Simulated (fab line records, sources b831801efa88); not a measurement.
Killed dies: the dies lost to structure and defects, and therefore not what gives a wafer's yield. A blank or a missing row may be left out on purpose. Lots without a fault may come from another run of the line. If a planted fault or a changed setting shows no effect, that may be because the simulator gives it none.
Struck lot and sound lot, side by side -- flow gf180mcu -- 16 out of 602 route steps
Sound: these wafers, L295.3, L295.4, L295.5. Struck: wafer L290.6 (left out: L290.3, L290.4 of the same lot, which were not struck); the cause appears at the end.
At each step with rows: each side's tool, then ch and its chambers, then its first start. Under that, the readings that differ: sound wafers -- struck wafers -- difference of the means -- sigmas: that difference in standard deviations of wafers without a fault.
alike: readings whose means differ by less than 2 such deviations, and words and numbers that are the same on both sides. not compared: withheld readings, readings that some wafer has no value for, bounds like >300 that may hide the same value, and numbers for which the record gives no deviation and whose values overlap.
The two part at a step that has a row with sigmas, a row that says differs or no value, or rows on one side only. Numbers that have no deviation but don't overlap get no sigmas and don't part them. A reading missing from all wafers of one side parts the sides only when that side holds two or more wafers.

GF_POLY_GATE_ETCH_13: etches poly-Si in HBr/Cl2, stops on SiO2, target depth 198.5 nm, time 69.6 s.
  sound on rie-si-01 ch 0,1,2, day 14 14:56; struck on rie-si-02 ch 0, day 14 01:26
  alike: chamber-pressure-mTorr, drypump-motor-current-A, oes-product-au, throttle-valve-pct
  not compared: rf-hours-counter-h
GF_POLY_GATE_STRIP_14: strips in O2/N2.
  sound on plasma-asher-02 ch 0,1, day 14 15:01; struck on plasma-asher-03 ch 1, day 14 01:31
  alike: chamber-pressure-mTorr, drypump-motor-current-A, heater-power-w, o2-flow-sccm, oes-product-au
  not compared: rf-hours-counter-h
then, 2 steps without rows for these wafers: GF_POLY_GATE_CLEAN_15 (cleans in SC1/SC2, time 150 s); GF_POLY_GATE_OXIDATION_16 (stabilise 600 s, purge 300 s, target thk 4 nm).
GF_POLY_GATE_THK_MEAS_17:
  struck on film-metro-02, day 14 03:19; sound on film-metro-04, day 14 16:24
  alike: POLY_GATE_OXIDATION_THK
GF_POLY_GATE_CD_MEAS_18:
  struck on cd-sem-01, day 14 03:25; sound on cd-sem-02, day 14 16:30
  alike: cd-nm
then, 6 steps without rows for these wafers: GF_HV_LDD_DEHYDRATE_00 (time 60 s); GF_HV_LDD_HMDS_01 (prime time 60 s); GF_HV_LDD_COAT_02 (resist thk 1000 nm); GF_HV_LDD_SOFTBAKE_03 (time 60 s); GF_HV_LDD_EXPOSE_04 (exposes mask Nplus LV AREA, target cd 400 nm); GF_HV_LDD_PEB_05.
GF_HV_LDD_DEVELOP_06: develop time 60 s.
  sound on litho-track-02 ch 0, day 15 13:22; struck on litho-track-04 ch 0, day 15 00:32
GF_HV_LDD_CD_MEAS_07: the cd target is 400 nm.
  struck on cd-sem-01, day 15 00:41; sound on cd-sem-01, day 15 13:30
reading,sound,struck,difference,sigmas
cd-nm (nm),400.6 399.8 397.7,433.0,+33.6,+21
GF_HV_LDD_OVL_MEAS_08:
  struck on overlay-01, day 15 00:46; sound on overlay-02, day 15 13:36
  alike: HV_LDD_OVL
GF_PASSIVATION_PROBE_99:
  the record has rows for the sound wafers here (prober-01, day 34 00:11) and none for the struck ones

== WHERE THEY PART ==
Last at GF_PASSIVATION_PROBE_99 as far as this record goes, first at GF_HV_LDD_CD_MEAS_07.

WHY: what the simulator had put in
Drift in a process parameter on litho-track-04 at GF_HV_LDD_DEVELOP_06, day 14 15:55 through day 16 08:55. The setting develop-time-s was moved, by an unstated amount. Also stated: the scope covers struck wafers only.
